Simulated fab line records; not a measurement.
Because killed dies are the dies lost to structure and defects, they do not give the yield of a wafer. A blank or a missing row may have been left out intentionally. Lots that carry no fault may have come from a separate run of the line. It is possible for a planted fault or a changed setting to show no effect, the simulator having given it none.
fab line records	flow sky130
record lots=14	wafers=42	last_day=51
route steps=708 shown METAL1@434
lots that met no fault: from a run of the same line without faults
start_h: hours from the record's first day to the start of the lot's first wafer shown	wait_h: hours elapsed since this lot's preceding step	" the same as in the row above	L1.1+2: a single row standing in for several wafers	- no value, or no start given	* or withheld: withheld	< > ~ a bound
route shown NAME@n: names a module that has steps shown in the file, with the first one's number in the route	usual: mean and standard deviation over wafers with no fault	same: alike in all rows	chamber/n: place in a boat	sites: per-site readings	_std_site: standard deviation across them	_edge_site: the outer-site mean with the inner-site mean subtracted	radius_mm: for every site, how far away it sits from the centre of the wafer	mask NAME#n: copy n	behind: the most recent tool/chamber to have shaped the wafer	hold: the reason the lot was held/the length of the hold in hours/how it ended	device: the transistor (n, p or np) that didn't switch	end of line: tests of these same wafers at the route's end	where a step has no rows: the recipe by itself	killed: count of dies lost to structure and defects at first sort (not the wafer's yield)	map: a wafer's dies, marking killed ones x, the rest . and places with no die _
set.NAME: the setting that was run; set.NAME@STEP: the one run at that earlier step	model.NAME: the simulator's own value behind a step, which no gauge read
the route's steps for a sample of lots (tables are steps, rows are wafers)
services: the hour from which a tool's chamber was out of use, counted from the record's first day as start_h (under 0 if before that day), plus the number of hours and why
## steps
# step SKY_METAL1_SPUTTER_00
# recipe material=Ti	target_thk_nm=15	power_w=3000	time_s=10	chamber_pressure_pa=0.4
# usual throttle_valve_pct=30.2/1.2
lot.wafer	tool	chamber	start_h	wait_h	throttle_valve_pct
L550.1	pvd_sputter-03	-	776.39	0.1	29.6
L550.2	"	-	"	"	30.5
L550.3	"	-	"	"	32.1
L551.1	pvd_sputter-01	-	782.87	0.2	27.8
L551.3	"	-	"	"	30.9
L551.4	"	-	"	"	30.0
L554.4	pvd_sputter-03	-	814.22	0.1	29.6
L554.5	"	-	"	"	31.8
L554.6	"	-	"	"	30.4
L555.2	pvd_sputter-02	-	817.34	0.1	30.0
L555.3	"	-	"	"	31.0
L555.6	"	-	"	"	30.3
L556.1	pvd_sputter-02	-	819.43	0.1	30.4
L556.2	"	-	"	"	29.9
L556.6	"	-	"	"	30.3
L558.1	pvd_sputter-01	-	842.01	0.1	30.1
L558.3	"	-	"	"	29.6
L558.6	"	-	"	"	30.1
L559.2	pvd_sputter-01	-	844.34	0.2	30.1
L559.4	"	-	"	"	31.0
L559.6	"	-	"	"	27.9
L560.1	pvd_sputter-01	-	856.81	0.2	29.7
L560.2	"	-	"	"	30.1
L560.5	"	-	"	"	27.7
L561.2	pvd_sputter-01	-	865.40	0.2	30.3
L561.4	"	-	"	"	30.9
L561.5	"	-	"	"	27.9
L562.2	pvd_sputter-03	-	873.95	0.1	32.2
L562.3	"	-	"	"	29.2
L562.6	"	-	"	"	29.6
L564.3	pvd_sputter-02	-	877.90	0.1	30.2
L564.4	"	-	"	"	32.2
L564.6	"	-	"	"	29.8
L567.2	pvd_sputter-02	-	899.59	0.1	30.8
L567.3	"	-	"	"	30.0
L567.6	"	-	"	"	29.9
L568.1	pvd_sputter-03	-	904.99	0.2	29.5
L568.3	"	-	"	"	31.9
L568.4	"	-	"	"	30.4
L573.1	pvd_sputter-01	-	938.93	0.2	30.0
L573.2	"	-	"	"	31.1
L573.3	"	-	"	"	29.8
# step SKY_METAL1_SPUTTER_04
# recipe material=TiN	target_thk_nm=70	power_w=6500	time_s=58.3	chamber_pressure_pa=0.4
# usual throttle_valve_pct=30.2/1.2
lot.wafer	tool	chamber	start_h	wait_h	throttle_valve_pct
L550.1	pvd_sputter-03	-	776.48	0.0	29.4
L550.2	"	-	"	"	30.4
L550.3	"	-	"	"	32.2
L551.1	pvd_sputter-01	-	782.96	0.0	27.9
L551.3	"	-	"	"	31.3
L551.4	"	-	"	"	30.4
L554.4	pvd_sputter-03	-	814.31	0.0	29.6
L554.5	"	-	"	"	31.8
L554.6	"	-	"	"	30.7
L555.2	pvd_sputter-02	-	817.43	0.0	29.6
L555.3	"	-	"	"	30.8
L555.6	"	-	"	"	30.6
L556.1	pvd_sputter-02	-	819.52	0.0	30.2
L556.2	"	-	"	"	30.0
L556.6	"	-	"	"	30.3
L558.1	pvd_sputter-01	-	842.10	0.0	30.5
L558.3	"	-	"	"	30.0
L558.6	"	-	"	"	29.9
L559.2	pvd_sputter-01	-	844.43	0.0	30.2
L559.4	"	-	"	"	31.0
L559.6	"	-	"	"	27.7
L560.1	pvd_sputter-01	-	856.90	0.0	29.8
L560.2	"	-	"	"	30.5
L560.5	"	-	"	"	27.8
L561.2	pvd_sputter-01	-	865.49	0.0	30.4
L561.4	"	-	"	"	31.2
L561.5	"	-	"	"	27.9
L562.2	pvd_sputter-03	-	874.05	0.0	31.9
L562.3	"	-	"	"	29.4
L562.6	"	-	"	"	29.5
L564.3	pvd_sputter-02	-	877.99	0.0	29.9
L564.4	"	-	"	"	31.8
L564.6	"	-	"	"	30.0
L567.2	pvd_sputter-02	-	899.68	0.0	30.9
L567.3	"	-	"	"	29.8
L567.6	"	-	"	"	29.9
L568.1	pvd_sputter-03	-	905.08	0.0	29.5
L568.3	"	-	"	"	32.0
L568.4	"	-	"	"	30.5
L573.1	pvd_sputter-01	-	939.02	0.0	30.0
L573.2	"	-	"	"	30.6
L573.3	"	-	"	"	29.9
# step SKY_METAL1_PEB_13
# recipe peb_temp_c=withheld	peb_time_s=withheld	resist=KrF-thick
# usual chill_plate_temp_C=*	exhaust_pa=45.0/1
lot.wafer	tool	chamber	start_h	wait_h	chill_plate_temp_C	exhaust_pa
L550.1	litho_track-01	0	802	-	*	45.3
L550.2	"	0	"	"	*	45.2
L550.3	"	0	"	"	*	46.3
L551.1	litho_track-01	0	809	-	*	44.8
L551.3	"	0	"	"	*	44.3
L551.4	"	0	"	"	*	45.0
L554.4	litho_track-04	0	841	-	*	45.3
L554.5	"	0	"	"	*	45.2
L554.6	"	0	"	"	*	47.3
L555.2	litho_track-04	0	843	-	*	45.1
L555.3	"	0	"	"	*	45.4
L555.6	"	0	"	"	*	45.5
L556.1	litho_track-03	0	846	-	*	46.1
L556.2	"	0	"	"	*	45.8
L556.6	"	0	"	"	*	46.2
L558.1	litho_track-03	0	868	-	*	44.5
L558.3	"	0	"	"	*	44.7
L558.6	"	0	"	"	*	43.0
L559.2	litho_track-03	0	871	-	*	43.0
L559.4	"	0	"	"	*	44.9
L559.6	"	0	"	"	*	43.2
L560.1	litho_track-04	0	883	-	*	47.3
L560.2	"	0	"	"	*	46.0
L560.5	"	0	"	"	*	47.5
L561.2	litho_track-04	0	892	-	*	45.9
L561.4	"	0	"	"	*	44.2
L561.5	"	0	"	"	*	46.3
L562.2	litho_track-03	0	900	-	*	47.2
L562.3	"	0	"	"	*	45.9
L562.6	"	0	"	"	*	45.7
L564.3	litho_track-01	0	904	-	*	45.9
L564.4	"	0	"	"	*	44.6
L564.6	"	0	"	"	*	44.8
L567.2	litho_track-04	-	925	-	-	-
L567.3	"	-	"	"	-	-
L567.6	"	-	"	"	-	-
L568.1	litho_track-03	-	930	-	-	-
L568.3	"	-	"	"	-	-
L568.4	"	-	"	"	-	-
L573.1	litho_track-04	0	963	-	*	45.6
L573.2	"	0	"	"	*	45.3
L573.3	"	0	"	"	*	45.7
# step SKY_METAL1_STRIP_20
# recipe chemistry=O2/N2	power_w=1400	pressure_mtorr=1500	platen_temp_c=withheld	o2_flow_sccm=3000	n2_flow_sccm=300	overash_fraction=0.5
# usual drypump_motor_current_A=5.9/0.67	n2_flow_sccm=300.2/0.95	oes_product_au=0.348/0.0047	strip_time_to_endpoint_s=2.82/0.036
lot.wafer	tool	chamber	start_h	wait_h	drypump_motor_current_A	n2_flow_sccm	oes_product_au	rf_hours_counter_h	strip_time_to_endpoint_s
L550.1	plasma_asher-01	0	803.00	0.1	5.8	299.8	0.354	6	2.84
L550.2	"	1	"	"	6.6	299.1	0.347	6	2.77
L550.3	"	0	"	"	5.8	301.1	0.344	-	2.77
L551.1	plasma_asher-01	1	810.10	0.1	6.6	299.7	0.349	7	2.83
L551.3	"	1	"	"	6.6	298.8	0.347	-	2.81
L551.4	"	0	"	"	5.8	300.4	0.342	-	2.86
L554.4	plasma_asher-02	1	841.97	0.1	6.6	298.7	0.354	-	2.82
L554.5	"	0	"	"	4.8	297.9	0.339	-	2.78
L554.6	"	1	"	"	6.6	300.3	0.351	-	2.82
L555.2	plasma_asher-04	0	844.39	0.1	5.8	300.0	0.354	42	2.83
L555.3	"	1	"	"	5.4	300.1	0.340	-	2.87
L555.6	"	0	"	"	5.8	301.3	0.343	-	2.89
L556.1	plasma_asher-01	0	846.83	0.1	5.8	299.1	0.346	11	2.82
L556.2	"	1	"	"	6.6	299.7	0.349	11	2.85
L556.6	"	0	"	"	5.8	300.3	0.344	-	2.87
L558.1	plasma_asher-04	1	869.33	0.1	5.4	301.6	0.362	44	2.81
L558.3	"	0	"	"	5.8	300.2	0.341	-	2.82
L558.6	"	0	"	"	5.8	299.6	0.343	-	2.80
L559.2	plasma_asher-01	0	872.03	0.1	5.8	300.1	0.351	13	2.83
L559.4	"	0	"	"	5.8	300.3	0.345	-	2.74
L559.6	"	0	"	"	5.8	301.3	0.345	-	2.82
L560.1	plasma_asher-01	1	884.09	0.1	6.7	301.5	0.345	14	2.88
L560.2	"	0	"	"	5.8	299.7	0.353	14	2.84
L560.5	"	0	"	"	5.8	298.6	0.350	-	2.87
L561.2	plasma_asher-02	1	892.99	0.1	6.6	300.0	0.346	75	2.81
L561.4	"	0	"	"	4.8	299.9	0.345	-	2.82
L561.5	"	0	"	"	4.8	298.8	0.344	-	2.80
L562.2	plasma_asher-01	0	901.38	0.1	5.8	300.0	0.343	16	2.75
L562.3	"	0	"	"	5.8	300.1	0.349	-	2.77
L562.6	"	0	"	"	5.8	299.3	0.348	-	2.80
L564.3	plasma_asher-04	1	905.28	0.1	5.4	298.8	0.350	-	2.82
L564.4	"	0	"	"	5.8	301.1	0.348	-	2.84
L564.6	"	1	"	"	5.4	299.6	0.348	-	2.84
L567.2	plasma_asher-02	0	926.14	0.1	4.8	301.6	0.348	79	2.78
L567.3	"	0	"	"	4.8	300.9	0.348	-	2.82
L567.6	"	1	"	"	6.7	300.8	0.346	-	2.79
L568.1	plasma_asher-02	0	931.48	0.1	4.8	300.3	0.356	80	2.91
L568.3	"	0	"	"	4.8	301.1	0.350	-	2.90
L568.4	"	1	"	"	6.6	300.6	0.347	-	2.82
L573.1	plasma_asher-02	0	964.49	0.1	4.8	300.3	0.352	84	2.84
L573.2	"	1	"	"	6.6	300.1	0.350	84	2.84
L573.3	"	0	"	"	4.8	299.3	0.355	-	2.82
## services
tool	chamber	start_h	hours	kind
pvd_sputter-01	-	756.06	6.8	repair
plasma_asher-02	-	756.79	5.5	repair
pvd_sputter-03	-	802.62	2.4	repair
pvd_sputter-03	-	818.45	7.7	repair
plasma_asher-02	-	834.87	1.0	repair
plasma_asher-02	-	842.66	2.9	repair
pvd_sputter-02	-	863.09	2.9	repair
pvd_sputter-03	-	869.40	3.0	repair
plasma_asher-04	-	908.31	28.1	pm
plasma_asher-01	-	948.24	6.2	repair
plasma_asher-01	-	954.40	28.1	pm
plasma_asher-04	-	962.85	11.0	pm
## key
first_sign step=SKY_METAL1_PEB_13	reading=tool_record	direction=missing
effect none on later readings
met_at SKY_METAL1_PEB_13
struck_lots L567,L568
later_rows_left_out L567.2,L567.3,L567.6,L568.1,L568.3,L568.4
sort_left_out L567.2,L567.3,L567.6,L568.1,L568.3,L568.4
not_acting_at SKY_METAL1_SPUTTER_00,SKY_METAL1_SPUTTER_04,SKY_METAL1_STRIP_20
onset_between 900 925
fault kind=skipped_step_whole	tool=litho_track-03,litho_track-04	chamber=-	onset_h=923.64	steps=SKY_METAL1_PEB_13	scope=struck_lots_only
# sort_left_out: the simulated sort isn't trusted on such a fault, so these wafers' sort isn't shown, and their yield isn't known
# later_rows_left_out: the simulator's readings of these wafers behind a module that went badly wrong aren't trusted and aren't shown, but for the sort
